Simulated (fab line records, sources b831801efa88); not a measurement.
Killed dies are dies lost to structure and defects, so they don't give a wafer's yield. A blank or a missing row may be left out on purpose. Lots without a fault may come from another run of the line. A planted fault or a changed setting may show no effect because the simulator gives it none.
fab line records | flow gf180mcu
record lots=11 wafers=33 last_day=34
route steps=602 shown M4@471 V4@485 MIM@503
lots that met no fault: from a run of the same line without faults
start_h: hours from the record's first day to the start of the lot's first wafer shown | wait_h: hours since the lot's step before | " the same as in the row above | L1.1+2: a row that stands for several wafers | - no value, or no start given | * or withheld: withheld | < > ~ a bound
route shown NAME@n: a module of which the file shows steps, and the number in the route of the first | usual: mean/standard deviation of fault-free wafers | same: alike in all rows | chamber/n: place in a boat | sites: the reading at each site | _std_site: their standard deviation | _edge_site: outer sites' mean less inner sites' | radius_mm: how far each site lies from the wafer's centre | mask NAME#n: copy n | behind: the tool/chamber that last shaped the wafer | hold: why the lot was held/for how many hours/how that ended | device: the transistor (n, p or np) that didn't switch | end of line: the same wafers' tests at the end of the route | a step without rows: its recipe alone | killed: dies lost to structure and defects at the first sort, not the wafer's yield | map: a wafer's dies, x killed, . not, _ none there
set.NAME: the setting as run; set.NAME@STEP: as run at that earlier step | model.NAME: the simulator's own value behind a step, which no gauge read
steps of the route over a sample of lots; a table a step, a row a wafer
services: from which hour (start_h, from the record's first day; less than 0 if before it) a tool's chamber was out of use, for how many hours, and why
## steps
# step GF_M4_OVL_MEAS_15
# usual M4_OVL=3/6.6
# columns lot.wafer tool chamber start_h wait_h M4_OVL[nm]
L412.3 overlay-01 - 537.90 0.1 2
L412.4 " - " " 6
L412.5 " - " " 9
L413.3 overlay-02 - 560.11 0.1 9
L413.4 " - " " 3
L413.5 " - " " 6
L414.2 overlay-02 - 565.55 0.1 0
L414.4 " - " " 5
L414.5 " - " " -6
L415.2 overlay-01 - 573.99 0.1 -3
L415.3 " - " " 8
L415.5 " - " " 5
L416.3 overlay-02 - 585.06 0.1 4
L416.4 " - " " 14
L416.5 " - " " 4
L417.2 overlay-01 - 599.59 0.1 13
L417.5 " - " " 4
L417.6 " - " " 20
L418.2 overlay-01 - 604.90 0.1 17
L418.3 " - " " -7
L418.6 " - " " 6
L419.2 overlay-01 - 606.90 0.1 5
L419.3 " - " " -8
L419.6 " - " " 6
L424.2 overlay-02 - 639.65 0.1 8
L424.5 " - " " -1
L424.6 " - " " 9
L433.2 overlay-01 - 705.95 0.1 1
L433.3 " - " " -2
L433.4 " - " " 2
L435.1 overlay-01 - 714.93 0.1 5
L435.2 " - " " -13
L435.3 " - " " 5
# step GF_V4_COAT_09
# recipe resist=KrF spin_rpm=withheld resist_thk_nm=1000
# usual dispense_pressure_kPa=52.8/2.4
# columns lot.wafer tool chamber start_h wait_h dispense_pressure_kPa
L412.3 litho_track-01 0 550 - 50.5
L412.4 " 0 " " 50.5
L412.5 " 0 " " 50.5
L413.3 litho_track-03 0 572 - 51.6
L413.4 " 0 " " 51.5
L413.5 " 0 " " 51.7
L414.2 litho_track-04 0 577 - 55.9
L414.4 " 0 " " 55.9
L414.5 " 0 " " 55.9
L415.2 litho_track-03 0 586 - 51.5
L415.3 " 0 " " 51.6
L415.5 " 0 " " 51.6
L416.3 litho_track-01 0 596 - 50.5
L416.4 " 0 " " 50.5
L416.5 " 0 " " 50.5
L417.2 litho_track-01 0 611 - 50.5
L417.5 " 0 " " 50.5
L417.6 " 0 " " 50.5
L418.2 litho_track-04 0 616 - 55.8
L418.3 " 0 " " 55.8
L418.6 " 0 617 - 55.8
L419.2 litho_track-03 0 618 - 51.5
L419.3 " 0 " " 51.6
L419.6 " 0 " " 51.6
L424.2 litho_track-04 0 650 - 55.8
L424.5 " 0 " " 55.8
L424.6 " 0 " " 55.8
L433.2 litho_track-01 0 716 - 50.5
L433.3 " 0 " " 50.6
L433.4 " 0 " " 50.5
L435.1 litho_track-01 0 725 - 50.6
L435.2 " 0 " " 50.5
L435.3 " 0 " " 50.6
# step GF_V4_STRIP_18
# recipe chemistry=O2/N2 power_w=1400 pressure_mtorr=1500 platen_temp_c=250 o2_flow_sccm=3000 n2_flow_sccm=300 overash_fraction=0.5
# usual drypump_motor_current_A=6.0/0.44 heater_power_w=318/37 oes_product_au=0.593/0.0053 platen_temp_c=250.00/0.17
# columns lot.wafer tool chamber start_h wait_h drypump_motor_current_A heater_power_w oes_product_au platen_temp_c rf_hours_counter_h
L412.3 plasma_asher-01 1 562.23 - 5.7 368 0.599 250.19 -
L412.4 " 0 " " 5.5 286 0.594 249.67 -
L412.5 " 0 " " 5.5 284 0.605 249.62 -
L413.3 plasma_asher-03 0 583.84 - 5.6 279 0.592 250.21 -
L413.4 " 1 " " 5.6 309 0.599 249.91 -
L413.5 " 0 " " 5.6 278 0.592 249.86 -
L414.2 plasma_asher-01 0 589.00 - 5.5 288 0.584 250.28 13
L414.4 " 0 " " 5.5 283 0.591 249.90 -
L414.5 " 0 " " 5.5 284 0.588 250.04 -
L415.2 plasma_asher-02 0 597.60 - 6.3 364 0.599 249.82 87
L415.3 " 1 " " 6.6 284 0.597 250.17 -
L415.5 " 1 " " 6.6 293 0.584 250.11 -
L416.3 plasma_asher-01 0 608.13 - 5.5 283 0.591 250.54 -
L416.4 " 1 " " 5.7 365 0.592 249.85 -
L416.5 " 1 " " 5.7 357 0.584 249.92 -
L417.2 plasma_asher-01 1 622.60 - 5.7 356 0.584 250.06 17
L417.5 " 1 " " 5.7 356 0.593 250.03 -
L417.6 " 0 " " 5.5 285 0.585 250.29 -
L418.2 plasma_asher-01 1 627.91 - 5.7 357 0.591 249.66 17
L418.3 " 1 " " 5.7 366 0.600 250.12 -
L418.6 " 0 " " 5.5 293 0.587 250.11 -
L419.2 plasma_asher-02 0 629.00 - 6.3 360 0.589 249.90 90
L419.3 " 1 " " 6.6 280 0.590 249.85 -
L419.6 " 0 " " 6.3 354 0.596 250.01 -
L424.2 plasma_asher-02 1 660.45 - 6.6 284 0.577 250.27 93
L424.5 " 1 " " 6.6 285 0.576 249.87 -
L424.6 " 0 " " 6.3 367 0.585 250.07 -
L433.2 plasma_asher-02 0 725.97 - 6.3 359 0.599 249.93 100
L433.3 " 1 " " 6.6 285 0.600 249.69 -
L433.4 " 0 " " 6.3 357 0.589 249.89 -
L435.1 plasma_asher-01 0 735.06 - 5.5 288 0.593 250.08 29
L435.2 " 1 " " 5.7 353 0.590 249.97 29
L435.3 " 0 " " 5.5 282 0.589 250.21 -
# step GF_V4_RS_MEAS_24
# recipe thk_meas_gauge=four-point-probe reads=W_of_V4_CVD_23+TiN_of_V4_SPUTTER_22+Ti_of_V4_SPUTTER_21
# usual V4_W_RS=0.3293/0.0029
# columns lot.wafer tool chamber start_h wait_h V4_W_RS[ohm/sq]
L412.3 film_metro-03 - 562.98 0.1 0.3315
L412.4 " - " " 0.3332
L412.5 " - " " 0.3285
L413.3 film_metro-03 - 584.59 0.1 0.3259
L413.4 " - " " 0.3300
L413.5 " - " " 0.3288
L414.2 film_metro-03 - 589.76 0.1 0.3318
L414.4 " - " " 0.3288
L414.5 " - " " 0.3283
L415.2 film_metro-03 - 598.37 0.1 0.3272
L415.3 " - " " 0.3330
L415.5 " - " " 0.3346
L416.3 film_metro-03 - 609.30 0.1 0.3306
L416.4 " - " " 0.3293
L416.5 " - " " 0.3292
L417.2 film_metro-03 - 623.36 0.1 0.3295
L417.5 " - " " 0.3269
L417.6 " - " " 0.3286
L418.2 film_metro-01 - 628.69 0.1 0.3333
L418.3 " - " " 0.3319
L418.6 " - " " 0.3347
L419.2 film_metro-01 - 630.12 0.1 0.3274
L419.3 " - " " 0.3275
L419.6 " - " " 0.3250
L424.2 film_metro-01 - 661.27 0.1 0.3271
L424.5 " - " " 0.3333
L424.6 " - " " 0.3343
L433.2 film_metro-04 - 726.76 0.1 0.3314
L433.3 " - " " 0.3321
L433.4 " - " " 0.3272
L435.1 film_metro-01 - 736.16 0.1 0.3243
L435.2 " - " " 0.3260
L435.3 " - " " 0.3258
# step GF_MIM_SPUTTER_00
# recipe material=Ti target_thk_nm=37.5 arriving_ion_energy_ev=80 substrate_temp_c=200 chamber_pressure_pa=2 power_w=4000 time_s=150
# usual throttle_valve_pct=29.5/1.1
# columns lot.wafer tool chamber start_h wait_h throttle_valve_pct
L412.3 pvd_sputter-02 - 563.42 0.1 31.2
L412.4 " - " " 27.7
L412.5 " - " " 30.8
L413.3 pvd_sputter-04 - 585.17 0.2 30.8
L413.4 " - " " 30.4
L413.5 " - " " 30.2
L414.2 pvd_sputter-04 - 590.22 0.2 30.8
L414.4 " - " " 27.3
L414.5 " - " " 30.9
L415.2 pvd_sputter-04 - 598.83 0.1 30.6
L415.3 " - " " 30.3
L415.5 " - " " 28.5
L416.3 pvd_sputter-02 - 609.74 0.2 27.8
L416.4 " - " " 30.9
L416.5 " - " " 29.4
L417.2 pvd_sputter-04 - 623.82 0.2 27.3
L417.5 " - " " 28.6
L417.6 " - " " 30.8
L418.2 pvd_sputter-01 - 629.15 0.1 30.5
L418.3 " - " " 30.2
L418.6 " - " " 30.3
L419.2 pvd_sputter-02 - 630.58 0.2 28.6
L419.3 " - " " 29.3
L419.6 " - " " 27.9
L424.2 pvd_sputter-02 - 661.73 0.2 27.9
L424.5 " - " " 28.1
L424.6 " - " " 29.1
L433.2 pvd_sputter-01 - 727.29 0.2 30.1
L433.3 " - " " 30.4
L433.4 " - " " 30.1
L435.1 pvd_sputter-01 - 736.64 0.2 30.5
L435.2 " - " " 30.1
L435.3 " - " " 30.0
## services
# columns tool chamber start_h hours kind
pvd_sputter-01 - 553.80 2.2 repair
pvd_sputter-01 - 605.67 3.7 repair
pvd_sputter-02 3 620.79 - consumable_replace:kit
pvd_sputter-02 3 620.79 18.0 scheduled_down
pvd_sputter-02 3 620.79 18.0 vent_cycle
plasma_asher-02 - 646.06 0.6 repair
pvd_sputter-04 0 661.51 - consumable_replace:kit
pvd_sputter-04 0 661.51 18.0 scheduled_down
pvd_sputter-04 0 661.51 18.0 vent_cycle
pvd_sputter-01 - 718.92 3.7 repair
plasma_asher-03 - 733.75 9.0 pm
plasma_asher-03 0 733.75 9.0 vent_cycle
plasma_asher-03 1 733.75 9.0 vent_cycle
## key
first_sign step=GF_V4_STRIP_18 reading=oes_product_au direction=down sigmas=2.5 usual=0.593 struck=0.579
effect none on later readings
met_at GF_V4_COAT_09
struck_lots L424
not_acting_at GF_M4_OVL_MEAS_15,GF_V4_RS_MEAS_24,GF_MIM_SPUTTER_00
onset_between 616 650
fault kind=process_parameter_drift tool=litho_track-04 chamber=- onset_h=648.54 steps=GF_V4_COAT_09 channel=resist_thk_nm offset=* shape=step end_h=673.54 acts_in=* stated=*
